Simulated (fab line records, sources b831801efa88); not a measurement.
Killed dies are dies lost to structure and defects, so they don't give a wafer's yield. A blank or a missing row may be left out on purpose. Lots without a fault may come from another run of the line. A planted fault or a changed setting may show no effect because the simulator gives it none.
A struck lot beside a sound one | flow sky130 | 36 steps out of a route of 708
Sound: wafers L825.1, L825.3, L825.5. Struck: wafers L841.1, L841.4, L841.6. The cause comes at the end.
At each step with rows: each side's tool, then ch and its chambers, then its first start. Under that, the readings that differ: sound wafers | struck wafers | difference of the means | sigmas: that difference in standard deviations of wafers without a fault.
alike: readings whose means differ by less than 2 such deviations, and words and numbers that are the same on both sides. not compared: withheld readings, readings that some wafer has no value for, bounds like >300 that may hide the same value, and numbers for which the record gives no deviation and whose values overlap.
The two part at a step that has a row with sigmas, a row that says differs or no value, or rows on one side only. Numbers that don't overlap but have no deviation are shown without sigmas and don't part them. A reading that every wafer of one side lacks parts them only if that side has two wafers or more.

first, 10 steps without rows for these wafers: SKY_DNWELL_IMPLANT_07; SKY_DNWELL_STRIP_08 (strips in O2/N2); SKY_PWDE_DEHYDRATE_00 (time 60 s); SKY_PWDE_HMDS_01 (prime time 60 s); SKY_PWDE_COAT_02 (resist thk 3000 nm); SKY_PWDE_SOFTBAKE_03; SKY_PWDE_EXPOSE_04 (exposes mask PWDEM, target cd 840 nm); SKY_PWDE_PEB_05; SKY_PWDE_DEVELOP_06 (develop time 60 s); SKY_PWDE_IMPLANT_08.
SKY_PWDE_STRIP_09: strips in O2/N2.
  sound on plasma_asher-03 ch 0,1, day 5 14:36; struck on plasma_asher-03 ch 0, day 8 18:49
  reading                      | sound             | struck            | difference | sigmas
  strip_time_to_endpoint_s (s) | 36.76 36.67 36.71 | 37.04 37.03 37.03 | +0.32      | +3
  alike: drypump_motor_current_A, oes_product_au
  not compared: rf_hours_counter_h
then, 22 steps without rows for these wafers: SKY_NWELL_DEHYDRATE_03 (time 60 s); SKY_NWELL_HMDS_04 (prime time 60 s); SKY_NWELL_COAT_05 (resist thk 3000 nm); SKY_NWELL_SOFTBAKE_06; SKY_NWELL_EXPOSE_07 (exposes mask NWM, target cd 840 nm); SKY_NWELL_PEB_08; SKY_NWELL_DEVELOP_09 (develop time 60 s); SKY_NWELL_IMPLANT_11; SKY_NWELL_IMPLANT_12; SKY_NWELL_IMPLANT_13; SKY_NWELL_STRIP_14 (strips in O2/N2); SKY_NWELL_DEHYDRATE_16 (time 60 s); SKY_NWELL_HMDS_17 (prime time 60 s); SKY_NWELL_COAT_18 (resist thk 3000 nm); SKY_NWELL_SOFTBAKE_19; SKY_NWELL_EXPOSE_20 (exposes mask NWM COMPLEMENT, target cd 840 nm); SKY_NWELL_PEB_21; SKY_NWELL_DEVELOP_22 (develop time 60 s); SKY_NWELL_IMPLANT_24; SKY_NWELL_STRIP_25 (strips in O2/N2); SKY_NWELL_CLEAN_27 (cleans in SC1/SC2, time 150 s); SKY_NWELL_RTA_28 (time 30 s).
-- the record jumps here: 11 days lie between the struck wafers' starts before and after (it left off in module NWELL and takes up again in module SONOS_ONO, whose first step shown is number 180 of the route) --
SKY_SONOS_ONO_DEVELOP_12: develop time 60 s.
  sound on litho_track-04 ch 0, day 15 02:46; struck on litho_track-02 ch 0, day 20 01:40
  reading                    | sound             | struck            | difference | sigmas
  chill_plate_temp_C (C)     | 22.95 22.95 22.69 | 23.03 23.06 23.20 | +0.23      | +2
  model.SONOS_ONO.cd_nm (nm) | 412.6 411.3 411.4 | 441.5 441.9 440.9 | +29.7      |
SKY_SONOS_ONO_ETCH_15: etches the open film in CHF3/O2, target depth 19.52 nm, time 7.8 s.
  sound on rie_diel-04 ch 0,1, day 15 03:04; struck on rie_diel-03 ch 2,3, day 20 01:59
  reading                    | sound             | struck            | difference | sigmas
  throttle_valve_pct (%)     | 8.826 8.832 8.828 | 8.809 8.806 8.800 | -0.024     | -2
  model.SONOS_ONO.cd_nm (nm) | 412.5 411.2 411.3 | 441.3 441.9 440.9 | +29.7      |
  alike: drypump_motor_current_A, oes_product_au
  not compared: rf_hours_counter_h
-- the record jumps here: 31 days lie between the struck wafers' starts before and after (it left off in module SONOS_ONO and takes up again in module PAD_OPEN, whose first step shown is number 708 of the route) --
SKY_PAD_OPEN_PROBE_99:
  sound on prober-01, day 47 12:48; struck on prober-01, day 50 16:00
  reading             | sound    | struck      | difference | sigmas
  killed_at_front_end | 23 15 13 | 64 71 60    | +48        | +12
  killed_dies         | 82 88 74 | 125 144 129 | +51        | +5
  alike: killed_at_M0_to_M3, killed_at_M4_up, killed_at_contacts, killed_at_other, killed_open, killed_short

WHERE THEY PART
First at SKY_PWDE_STRIP_09; last, within this record, at SKY_PAD_OPEN_PROBE_99.

WHY: what the simulator had put in
Chamber particle source: plasma_asher-03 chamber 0, from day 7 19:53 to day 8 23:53, at SKY_PWDE_STRIP_09. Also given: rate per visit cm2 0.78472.
